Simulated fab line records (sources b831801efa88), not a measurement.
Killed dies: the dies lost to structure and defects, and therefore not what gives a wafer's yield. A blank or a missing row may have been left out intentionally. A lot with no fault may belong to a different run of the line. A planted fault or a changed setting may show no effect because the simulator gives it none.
The tool behind it: which one? | flow gf180mcu | 7 lots with 21 wafers sampled at 4 steps, on a route of 602 steps

## WHAT THE GAUGES SHOWED, per wafer
GF_HV_LDD_TW_MEAS_38.
lot  | measured     | on            | HV_LDD_3_TW
L335 | day 12 00:01 | film metro-01 | 1447 1453 1453
L338 | day 13 01:26 | film metro-01 | 1330 1323 1328
L342 | day 14 13:31 | film metro-01 | 1430 1426 1432
L349 | day 16 14:55 | film metro-03 | 1455 1447 1447
L351 | day 17 20:53 | film metro-04 | 1460 1452 1456
L354 | day 18 16:44 | film metro-01 | 1442 1429 1438
L356 | day 19 09:05 | film metro-01 | 1440 1441 1438

## WHAT TOOL EACH LOT RAN ON (gives the tool, then ch and the chambers of the sampled wafers, and finally the start)
lot  | GF_HV_LDD_STRIP_22                   | GF_HV_LDD_IMPLANT_35            | GF_HV_LDD_STRIP_37
L335 | plasma asher-01 ch 1, day 11 04:46   | implanter-03 ch 0, day 11 23:37 | plasma asher-04 ch 0,1, day 11 23:55
L338 | plasma asher-01 ch 0,1, day 12 05:28 | implanter-03, day 13 01:04      | plasma asher-04 ch 0,1, day 13 01:21
L342 | plasma asher-02 ch 0,1, day 13 16:01 | implanter-03 ch 0, day 14 13:07 | plasma asher-04 ch 0,1, day 14 13:25
L349 | plasma asher-04 ch 0,1, day 15 15:34 | implanter-01 ch 0, day 16 14:31 | plasma asher-02 ch 0,1, day 16 14:49
L351 | plasma asher-02 ch 0,1, day 16 21:37 | implanter-03 ch 0, day 17 20:29 | plasma asher-01 ch 0,1, day 17 20:47
L354 | plasma asher-02 ch 0,1, day 17 16:43 | implanter-02 ch 0, day 18 16:20 | plasma asher-01 ch 0,1, day 18 16:38
L356 | plasma asher-01 ch 0,1, day 18 08:56 | implanter-02 ch 0, day 19 08:42 | plasma asher-04 ch 0,1, day 19 08:59
- GF_HV_LDD_STRIP_22: strips in O2/N2.
- GF_HV_LDD_IMPLANT_35
- GF_HV_LDD_STRIP_37: strips in O2/N2.

## THE ANSWER, worked out from the rows above alone
Rule: the usual values come from the lots themselves. Put in order of their means at a reading, lots are off if they are a third of the lots or fewer, leave a main group of 4 or more, and stand apart from it by a gap of 3 or more times the standard deviation of the main group's means; of several such gaps the widest counts. If all means in a main group match to the digits the tables above print for the reading, that group is not used. Also off: a lot with no number at a reading for which 4 or more lots have one. The other lots that the step has rows for count as sound.
Off: L338, at GF_HV_LDD_TW_MEAS_38 (HV_LDD_3_TW). For the main group the mean is 1444 and the standard deviation 9.3.
A tool fits if, at a process step before that reading, it ran every lot that is off, and no sound lot after the first of them. Gauges at GF_HV_LDD_TW_MEAS_38: tried the same way as those tools. None of those tried fits.

## WHAT THE SIMULATOR HAD INSERTED
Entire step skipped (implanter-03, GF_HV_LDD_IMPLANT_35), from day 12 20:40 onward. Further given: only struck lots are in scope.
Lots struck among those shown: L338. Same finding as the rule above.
